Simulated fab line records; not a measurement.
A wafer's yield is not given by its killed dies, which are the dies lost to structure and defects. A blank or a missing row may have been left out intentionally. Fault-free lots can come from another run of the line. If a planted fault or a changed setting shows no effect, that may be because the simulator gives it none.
fab line records -- flow sky130
[record] lots = 15, wafers = 45, lastDay = 50
route steps=708 shown NWELL@64 PAD_OPEN@708
lots that met no fault: taken from a fault-free run of the same line
startH: start of the lot's first displayed wafer, in hours after the record's first day -- waitH: how many hours have passed since the lot's step before this one -- " repeats the value in the row above -- L1.1+2: a row that stands for several wafers -- - value missing, or start not given -- * or withheld: withheld -- < > ~ a bound
route shown NAME@n: names a module that has steps shown in the file, with the first one's number in the route -- usual: mean/standard deviation taken from wafers without a fault -- same: alike in all rows -- chamber/n: place in a boat -- sites: readings site by site -- _std_site: the values' standard deviation -- _edge_site: mean of outer sites minus mean of inner sites -- radiusMm: for every site, how far away it sits from the centre of the wafer -- mask NAME#n: copy n -- behind: the tool/chamber that last shaped the wafer -- hold: why the lot was held/for how many hours/how that ended -- device: the n, p or np transistor that did not switch -- end of line: the same wafers' tests at the end of the route -- where a step has no rows: the recipe by itself -- killed: dies lost to structure and defects at the first sort, not the wafer's yield -- map: per-die view of a wafer (x killed, . not killed, _ where there is no die)
set.NAME: setting as actually run; set.NAME@STEP: the setting as run at that earlier step -- model.NAME: the simulator's own value behind a step, which no gauge read
a sample of lots followed through the steps of the route, with each step as a table and each wafer as a row
services: when a tool's chamber went out of use (startH, in hours from the record's first day, below 0 if earlier), for how many hours, and the reason
[[steps]]
[step SKY_NWELL_IMPLANT_11]
[recipe] species = P, energyKev = 400, doseCm2 = 1.9e+13, tiltDeg = withheld
[usual] doseIonsCm2 = 1.9003e+13/2.3e+10
lot.wafer,tool,chamber,startH,waitH,doseIonsCm2
L850.2,implanter-04,0,91.19,0.0,1.8958e+13
L850.5,implanter-04,0,91.19,0.0,1.8962e+13
L850.6,implanter-04,0,91.19,0.0,1.8947e+13
L852.3,implanter-03,0,96.63,0.1,1.8968e+13
L852.4,implanter-03,0,96.63,0.1,1.9003e+13
L852.5,implanter-03,0,96.63,0.1,1.8955e+13
L851.1,implanter-02,0,100.13,0.0,1.899e+13
L851.2,implanter-02,0,100.13,0.0,1.9005e+13
L851.5,implanter-02,0,100.13,0.0,1.9011e+13
L854.1,implanter-03,0,112.10,0.0,1.8996e+13
L854.4,implanter-03,0,112.10,0.0,1.8978e+13
L854.6,implanter-03,0,112.10,0.0,1.8996e+13
L856.3,implanter-03,0,126.31,0.1,1.9021e+13
L856.4,implanter-03,0,126.31,0.1,1.9023e+13
L856.6,implanter-03,0,126.31,0.1,1.9025e+13
L857.1,implanter-04,0,132.56,0.0,1.9022e+13
L857.4,implanter-04,0,132.56,0.0,1.9007e+13
L857.5,implanter-04,0,132.56,0.0,1.9012e+13
L857.1,implanter-04,0,132.88,0.3,1.9031e+13
L857.4,implanter-04,0,132.88,0.3,1.9008e+13
L857.5,implanter-04,0,132.88,0.3,1.8944e+13
L858.1,implanter-03,0,132.63,0.0,1.8957e+13
L858.3,implanter-03,0,132.63,0.0,1.8982e+13
L858.6,implanter-03,0,132.63,0.0,1.8957e+13
L861.2,implanter-04,0,152.87,0.0,1.9026e+13
L861.3,implanter-04,0,152.87,0.0,1.9032e+13
L861.4,implanter-04,0,152.87,0.0,1.8974e+13
L862.1,implanter-02,0,154.45,0.0,1.9014e+13
L862.3,implanter-02,0,154.45,0.0,1.9023e+13
L862.4,implanter-02,0,154.45,0.0,1.8998e+13
L862.1,implanter-02,0,154.76,0.3,1.8986e+13
L862.3,implanter-02,0,154.76,0.3,1.9009e+13
L862.4,implanter-02,0,154.76,0.3,1.8978e+13
L865.1,implanter-03,0,180.58,0.0,1.8998e+13
L865.4,implanter-03,0,180.58,0.0,1.9033e+13
L865.5,implanter-03,0,180.58,0.0,1.9001e+13
L865.1,implanter-03,0,180.90,0.3,1.9038e+13
L865.4,implanter-03,0,180.90,0.3,1.8999e+13
L865.5,implanter-03,0,180.90,0.3,1.8996e+13
L868.1,implanter-04,0,190.95,0.0,1.9038e+13
L868.2,implanter-04,0,190.95,0.0,1.8979e+13
L868.4,implanter-04,0,190.95,0.0,1.897e+13
L869.1,implanter-03,0,195.66,0.0,1.902e+13
L869.3,implanter-03,0,195.66,0.0,1.9007e+13
L869.6,implanter-03,0,195.66,0.0,1.8988e+13
L870.2,implanter-02,0,206.02,0.0,1.8995e+13
L870.3,implanter-02,0,206.02,0.0,1.9021e+13
L870.4,implanter-02,0,206.02,0.0,1.9036e+13
L871.1,implanter-03,0,211.35,0.0,1.9034e+13
L871.3,implanter-03,0,211.35,0.0,1.8998e+13
L871.6,implanter-03,0,211.35,0.0,1.9004e+13
L872.3,implanter-03,0,213.50,0.1,1.902e+13
L872.5,implanter-03,0,213.50,0.1,1.9019e+13
L872.6,implanter-03,0,213.50,0.1,1.9039e+13
[step SKY_NWELL_TW_MEAS_15]
[usual] NWELL_TW = 1807/12
lot.wafer,tool,chamber,startH,waitH,NWELL_TW
L850.2,filmMetro-03,-,91.72,0.1,1821
L850.5,filmMetro-03,-,91.72,0.1,1809
L850.6,filmMetro-03,-,91.72,0.1,1813
L852.3,filmMetro-01,-,97.15,0.1,1803
L852.4,filmMetro-01,-,97.15,0.1,1801
L852.5,filmMetro-01,-,97.15,0.1,1794
L851.1,filmMetro-04,-,100.68,0.1,1814
L851.2,filmMetro-04,-,100.68,0.1,1806
L851.5,filmMetro-04,-,100.68,0.1,1821
L854.1,filmMetro-01,-,112.65,0.1,1784
L854.4,filmMetro-01,-,112.65,0.1,1794
L854.6,filmMetro-01,-,112.65,0.1,1791
L856.3,filmMetro-01,-,126.83,0.1,1789
L856.4,filmMetro-01,-,126.83,0.1,1790
L856.6,filmMetro-01,-,126.83,0.1,1805
L858.1,filmMetro-03,-,133.18,0.1,1815
L858.3,filmMetro-03,-,133.18,0.1,1804
L858.6,filmMetro-03,-,133.18,0.1,1809
L857.1,filmMetro-01,-,133.43,0.1,2224
L857.4,filmMetro-01,-,133.43,0.1,2223
L857.5,filmMetro-01,-,133.43,0.1,2233
L857.1,filmMetro-01,-,133.65,0.2,2216
L857.4,filmMetro-01,-,133.65,0.2,2224
L857.5,filmMetro-01,-,133.65,0.2,2222
L861.2,filmMetro-04,-,153.41,0.1,1810
L861.3,filmMetro-04,-,153.41,0.1,1812
L861.4,filmMetro-04,-,153.41,0.1,1821
L862.1,filmMetro-04,-,155.31,0.1,2230
L862.3,filmMetro-04,-,155.31,0.1,2250
L862.4,filmMetro-04,-,155.31,0.1,2226
L862.1,filmMetro-04,-,155.54,0.2,2237
L862.3,filmMetro-04,-,155.54,0.2,2237
L862.4,filmMetro-04,-,155.54,0.2,2241
L865.1,filmMetro-01,-,181.48,0.1,2247
L865.4,filmMetro-01,-,181.48,0.1,2251
L865.5,filmMetro-01,-,181.48,0.1,2236
L865.1,filmMetro-01,-,181.70,0.2,2244
L865.4,filmMetro-01,-,181.70,0.2,2236
L865.5,filmMetro-01,-,181.70,0.2,2232
L868.1,filmMetro-01,-,191.50,0.1,1811
L868.2,filmMetro-01,-,191.50,0.1,1805
L868.4,filmMetro-01,-,191.50,0.1,1807
L869.1,filmMetro-01,-,196.21,0.1,1796
L869.3,filmMetro-01,-,196.21,0.1,1802
L869.6,filmMetro-01,-,196.21,0.1,1803
L870.2,filmMetro-01,-,206.56,0.1,1782
L870.3,filmMetro-01,-,206.56,0.1,1794
L870.4,filmMetro-01,-,206.56,0.1,1793
L871.1,filmMetro-03,-,211.90,0.1,1824
L871.3,filmMetro-03,-,211.90,0.1,1806
L871.6,filmMetro-03,-,211.90,0.1,1824
L872.3,filmMetro-04,-,214.02,0.1,1819
L872.5,filmMetro-04,-,214.02,0.1,1817
L872.6,filmMetro-04,-,214.02,0.1,1814
[step SKY_NWELL_RS_MEAS_29]
[recipe] thkMeasGauge = four-point-probe
[usual] NWELL_RS = 624.7/2
lot.wafer,tool,chamber,startH,waitH,NWELL_RS[ohm/sq]
L850.2,filmMetro-03,-,110.64,0.1,622.6
L850.5,filmMetro-03,-,110.64,0.1,623.2
L850.6,filmMetro-03,-,110.64,0.1,620.6
L852.3,filmMetro-03,-,116.11,0.1,620.1
L852.4,filmMetro-03,-,116.11,0.1,622.0
L852.5,filmMetro-03,-,116.11,0.1,622.7
L851.1,filmMetro-04,-,119.23,0.1,626.0
L851.2,filmMetro-04,-,119.23,0.1,626.1
L851.5,filmMetro-04,-,119.23,0.1,625.5
L854.1,filmMetro-01,-,130.64,0.1,629.3
L854.4,filmMetro-01,-,130.64,0.1,626.6
L854.6,filmMetro-01,-,130.64,0.1,627.4
L856.3,filmMetro-03,-,146.88,0.1,623.6
L856.4,filmMetro-03,-,146.88,0.1,622.3
L856.6,filmMetro-03,-,146.88,0.1,623.5
L857.1,filmMetro-01,-,152.49,0.1,431.7
L857.4,filmMetro-01,-,152.49,0.1,431.0
L857.5,filmMetro-01,-,152.49,0.1,430.9
L857.1,filmMetro-01,-,152.85,0.3,431.3
L857.4,filmMetro-01,-,152.85,0.3,430.4
L857.5,filmMetro-01,-,152.85,0.3,430.1
L858.1,filmMetro-03,-,152.79,0.1,622.0
L858.3,filmMetro-03,-,152.79,0.1,621.5
L858.6,filmMetro-03,-,152.79,0.1,624.7
L861.2,filmMetro-03,-,173.77,0.1,625.7
L861.3,filmMetro-03,-,173.77,0.1,624.0
L861.4,filmMetro-03,-,173.77,0.1,621.9
L862.1,filmMetro-01,-,175.67,0.1,431.6
L862.3,filmMetro-01,-,175.67,0.1,432.4
L862.4,filmMetro-01,-,175.67,0.1,432.1
L862.1,filmMetro-01,-,176.03,0.3,432.0
L862.3,filmMetro-01,-,176.03,0.3,431.9
L862.4,filmMetro-01,-,176.03,0.3,432.0
L865.1,filmMetro-01,-,202.46,0.1,430.7
L865.4,filmMetro-01,-,202.46,0.1,431.0
L865.5,filmMetro-01,-,202.46,0.1,430.4
L865.1,filmMetro-01,-,202.82,0.3,431.2
L865.4,filmMetro-01,-,202.82,0.3,431.0
L865.5,filmMetro-01,-,202.82,0.3,430.8
L868.1,filmMetro-01,-,212.75,0.1,624.7
L868.2,filmMetro-01,-,212.75,0.1,623.9
L868.4,filmMetro-01,-,212.75,0.1,625.8
L869.1,filmMetro-03,-,218.05,0.1,622.2
L869.3,filmMetro-03,-,218.05,0.1,625.0
L869.6,filmMetro-03,-,218.05,0.1,625.1
L870.2,filmMetro-04,-,228.89,0.1,626.7
L870.3,filmMetro-04,-,228.89,0.1,627.1
L870.4,filmMetro-04,-,228.89,0.1,626.4
L871.1,filmMetro-03,-,233.94,0.1,622.0
L871.3,filmMetro-03,-,233.94,0.1,622.1
L871.6,filmMetro-03,-,233.94,0.1,622.9
L872.3,filmMetro-01,-,236.45,0.1,628.9
L872.5,filmMetro-01,-,236.45,0.1,628.3
L872.6,filmMetro-01,-,236.45,0.1,627.1
[step SKY_PAD_OPEN_PROBE_99]
[usual] defectLimitedYield = 82.3/2, killed_at_M0_to_M3 = 44/7.9, killed_at_M4_up = 3.1/1.9, killedAtContacts = 24/4.6, killedAtFrontEnd = 16/4.9, killedAtOther = 0.3/0.6, killedDies = 87/9.7, killedOpen = 48/7.2, killedShort = 39/5.6, sort_bin_3_pad_short = 0.8/0.47, sort_bin_5_function = 10.4/1.5, sort_bin_6_memory = 6.5/1.1, sortNPass = 405/9.7, sortYieldPct = 82.3/2
[same] grossDies = 492, killedAtBackSide = 0, sort_bin_4_leakage[%] = 0, sort_bin_8_speed[%] = 0
lot.wafer,tool,chamber,startH,waitH,defectLimitedYield[%],killed_at_M0_to_M3,killed_at_M4_up,killedAtContacts,killedAtFrontEnd,killedAtOther,killedDies,killedOpen,killedShort,sort_bin_3_pad_short[%],sort_bin_5_function[%],sort_bin_6_memory[%],sortNPass,sortYieldPct[%]
L852.3,prober-01,-,1074.86,0.2,81.7,43,4,31,12,0,90,58,31,1.2,9.3,7.7,402,81.7
L852.4,prober-01,-,1074.91,0.2,83.9,35,1,25,17,1,79,45,34,0.2,9.3,6.5,413,83.9
L852.5,prober-01,-,1074.96,0.2,83.7,35,3,28,14,0,80,51,27,0.8,8.3,7.1,412,83.7
L861.2,prober-01,-,1180.94,0.1,81.3,46,2,17,26,1,92,51,40,1.6,11.4,5.7,400,81.3
L861.3,prober-01,-,1180.99,0.2,78.7,48,4,31,20,2,105,67,37,1.0,14.0,6.3,387,78.7
L861.4,prober-01,-,1181.04,0.2,79.9,45,5,25,23,1,99,55,43,0.4,12.4,7.3,393,79.9
L869.1,prober-01,-,1187.87,0.1,81.3,55,3,19,15,0,92,54,38,0.4,12.2,6.1,400,81.3
L869.3,prober-01,-,1187.97,0.2,82.3,35,0,23,28,1,87,46,41,1.4,10.2,6.1,405,82.3
L869.6,prober-01,-,1188.12,0.2,84.6,36,3,24,13,0,76,35,41,1.2,8.7,5.5,416,84.6
L868.1,prober-02,-,1189.23,0.1,83.3,40,3,23,15,1,82,47,33,0.4,9.3,6.9,410,83.3
L868.2,prober-02,-,1189.28,0.1,81.1,38,1,32,21,1,93,47,45,0.4,12.4,6.1,399,81.1
L868.4,prober-02,-,1189.38,0.2,84.3,35,2,24,16,0,77,35,42,0.8,9.3,5.5,415,84.3
L870.2,prober-01,-,1189.55,0.1,79.7,50,4,30,16,0,100,56,41,0.6,11.8,7.9,392,79.7
L870.3,prober-01,-,1189.60,0.2,81.3,54,4,23,11,0,92,57,34,0.6,8.5,9.6,400,81.3
L871.1,prober-01,-,1190.73,0.1,86.2,34,4,16,14,0,68,35,33,0.6,6.7,6.5,424,86.2
L871.3,prober-01,-,1190.83,0.2,82.5,47,4,22,12,1,86,49,37,0.2,10.8,6.5,406,82.5
L871.6,prober-01,-,1190.98,0.2,82.1,34,6,24,24,0,88,45,43,0.2,9.8,7.9,404,82.1
L872.3,prober-01,-,1191.50,0.2,82.5,41,2,26,16,1,86,51,35,1.2,10.2,6.1,406,82.5
L872.6,prober-01,-,1191.65,0.2,82.9,50,4,18,12,0,84,48,36,0.8,11.0,5.3,408,82.9
// killed by level:class
L852.3 CONTACT:geometricParticle:open=15 VIA1:geometricParticle:open=13 LI_CONTACT:geometricParticle:open=10 VIA2:geometricParticle:open=8 METAL2:geometricParticle:short=6 POLY_GATE:geometricParticle:short=4 VIA3:geometricParticle:open=4 LI_CONTACT:geometricParticle:short=3
L852.4 VIA1:geometricParticle:open=11 CONTACT:geometricParticle:open=10 CONTACT:geometricParticle:short=7 VIA1:geometricParticle:short=5 POLY_GATE:geometricParticle:open=4 SPACER:geometricParticle:open=4 LI_CONTACT:geometricParticle:open=4 METAL2:geometricParticle:short=4
L852.5 CONTACT:geometricParticle:open=11 LI_CONTACT:geometricParticle:open=10 VIA1:geometricParticle:open=8 VIA3:geometricParticle:open=7 FIELD_ISO:geometricParticle:open=5 METAL1:geometricParticle:short=5 METAL2:geometricParticle:short=4 POLY_GATE:geometricParticle:open=3
L861.2 VIA1:geometricParticle:open=14 VIA3:geometricParticle:open=10 FIELD_ISO:geometricParticle:short=7 POLY_GATE:geometricParticle:open=6 POLY_GATE:geometricParticle:short=6 CONTACT:geometricParticle:open=6 VIA1:geometricParticle:short=5 VIA2:geometricParticle:open=5
L861.3 CONTACT:geometricParticle:open=13 VIA3:geometricParticle:open=11 VIA2:geometricParticle:open=9 LI_CONTACT:geometricParticle:open=8 VIA1:geometricParticle:open=8 VIA1:geometricParticle:short=6 POLY_GATE:geometricParticle:short=5 CONTACT:geometricParticle:short=5
L861.4 VIA1:geometricParticle:open=10 CONTACT:geometricParticle:open=9 VIA2:geometricParticle:open=9 LI_CONTACT:geometricParticle:open=7 VIA3:geometricParticle:open=7 METAL2:geometricParticle:short=6 POLY_GATE:geometricParticle:open=5 POLY_GATE:geometricParticle:short=5
L869.1 VIA2:geometricParticle:open=13 VIA1:geometricParticle:open=7 VIA3:geometricParticle:open=7 LI_CONTACT:geometricParticle:open=6 METAL2:geometricParticle:short=5 FIELD_ISO:geometricParticle:open=5 CONTACT:geometricParticle:open=5 METAL2:geometricParticle:open=5
L869.3 POLY_GATE:geometricParticle:short=10 VIA1:geometricParticle:open=9 LI_CONTACT:geometricParticle:open=7 CONTACT:geometricParticle:open=7 FIELD_ISO:geometricParticle:short=5 POLY_GATE:geometricParticle:open=5 VIA1:geometricParticle:short=5 VIA2:geometricParticle:open=4
L869.6 CONTACT:geometricParticle:open=8 LOCAL_INTERCONNECT:geometricParticle:short=7 VIA1:geometricParticle:open=6 VIA2:geometricParticle:open=5 METAL2:geometricParticle:short=5 FIELD_ISO:geometricParticle:short=4 POLY_GATE:geometricParticle:short=4 LI_CONTACT:geometricParticle:open=4
L868.1 METAL1:geometricParticle:short=10 CONTACT:geometricParticle:open=9 VIA1:geometricParticle:open=8 FIELD_ISO:geometricParticle:open=7 LI_CONTACT:geometricParticle:open=7 VIA3:geometricParticle:open=6 METAL2:geometricParticle:short=4 POLY_GATE:geometricParticle:open=3
L868.2 CONTACT:geometricParticle:open=13 FIELD_ISO:geometricParticle:short=8 METAL2:geometricParticle:short=8 LI_CONTACT:geometricParticle:open=7 VIA1:geometricParticle:short=6 FIELD_ISO:geometricParticle:open=4 LOCAL_INTERCONNECT:geometricParticle:short=4 CONTACT:geometricParticle:short=4
L868.4 CONTACT:geometricParticle:open=10 CONTACT:geometricParticle:short=7 VIA1:geometricParticle:short=7 VIA1:geometricParticle:open=6 METAL2:geometricParticle:short=5 POLY_GATE:geometricParticle:short=4 METAL3:geometricParticle:short=4 VIA3:geometricParticle:short=4
L870.2 VIA1:geometricParticle:open=21 CONTACT:geometricParticle:open=10 LI_CONTACT:geometricParticle:open=8 FIELD_ISO:geometricParticle:open=5 FIELD_ISO:geometricParticle:short=5 LOCAL_INTERCONNECT:geometricParticle:short=5 VIA1:geometricParticle:short=5 VIA2:geometricParticle:open=5
L870.3 VIA1:geometricParticle:open=14 VIA2:geometricParticle:open=14 CONTACT:geometricParticle:open=9 LI_CONTACT:geometricParticle:open=7 METAL1:geometricParticle:short=6 METAL1:geometricParticle:open=6 FIELD_ISO:geometricParticle:short=4 FIELD_ISO:geometricParticle:open=4
L871.1 VIA2:geometricParticle:open=10 VIA1:geometricParticle:open=7 CONTACT:geometricParticle:open=5 FIELD_ISO:geometricParticle:short=4 POLY_GATE:geometricParticle:short=4 METAL2:geometricParticle:short=4 LI_CONTACT:geometricParticle:open=4 LOCAL_INTERCONNECT:geometricParticle:short=4
L871.3 CONTACT:geometricParticle:open=14 VIA1:geometricParticle:open=8 VIA1:geometricParticle:short=7 METAL3:geometricParticle:short=7 METAL1:geometricParticle:short=6 VIA2:geometricParticle:open=6 FIELD_ISO:geometricParticle:open=5 LI_CONTACT:geometricParticle:open=4
L871.6 CONTACT:geometricParticle:open=11 VIA1:geometricParticle:open=7 POLY_GATE:geometricParticle:short=7 FIELD_ISO:geometricParticle:open=6 POLY_GATE:geometricParticle:open=6 METAL4:geometricParticle:short=6 METAL1:geometricParticle:short=5 VIA2:geometricParticle:open=5
L872.3 METAL2:geometricParticle:open=9 LI_CONTACT:geometricParticle:open=8 CONTACT:geometricParticle:short=8 CONTACT:geometricParticle:open=7 VIA1:geometricParticle:open=7 VIA3:geometricParticle:open=5 VIA1:geometricParticle:short=5 FIELD_ISO:geometricParticle:open=4
L872.6 VIA1:geometricParticle:open=10 METAL1:geometricParticle:short=9 VIA3:geometricParticle:open=8 LI_CONTACT:geometricParticle:open=6 METAL2:geometricParticle:short=5 POLY_GATE:geometricParticle:open=4 CONTACT:geometricParticle:short=4 CONTACT:geometricParticle:open=4
[[services]]
tool,chamber,startH,hours,kind
implanter-04,-,120.52,6.9,repair
implanter-02,-,141.45,7.0,pm
implanter-02,-,210.99,2.1,repair
[[key]]
[firstSign] step = SKY_NWELL_IMPLANT_11, reading = visit, direction = added
[effect] step = SKY_NWELL_TW_MEAS_15, reading = visit, direction = added
[effect] step = SKY_NWELL_TW_MEAS_15, reading = NWELL_TW, direction = up, sigmas = 35, usual = 1807, struck = 2236
[effect] step = SKY_NWELL_RS_MEAS_29, reading = visit, direction = added
[effect] step = SKY_NWELL_RS_MEAS_29, reading = NWELL_RS, direction = down, sigmas = 98, usual = 624.7, struck = 431.3
metAt SKY_NWELL_IMPLANT_11
struckLots L857,L862,L865
scrappedBehind SKY_NWELL_RS_MEAS_29 L857.1,L857.4,L857.5,L862.1,L862.3,L862.4,L865.1,L865.4,L865.5
[fault] kind = repeatedStepWhole, tool = implanter-02,implanter-03,implanter-04, chamber = -, onsetH = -, steps = SKY_NWELL_IMPLANT_11, times = 1, scope = struckLotsOnly
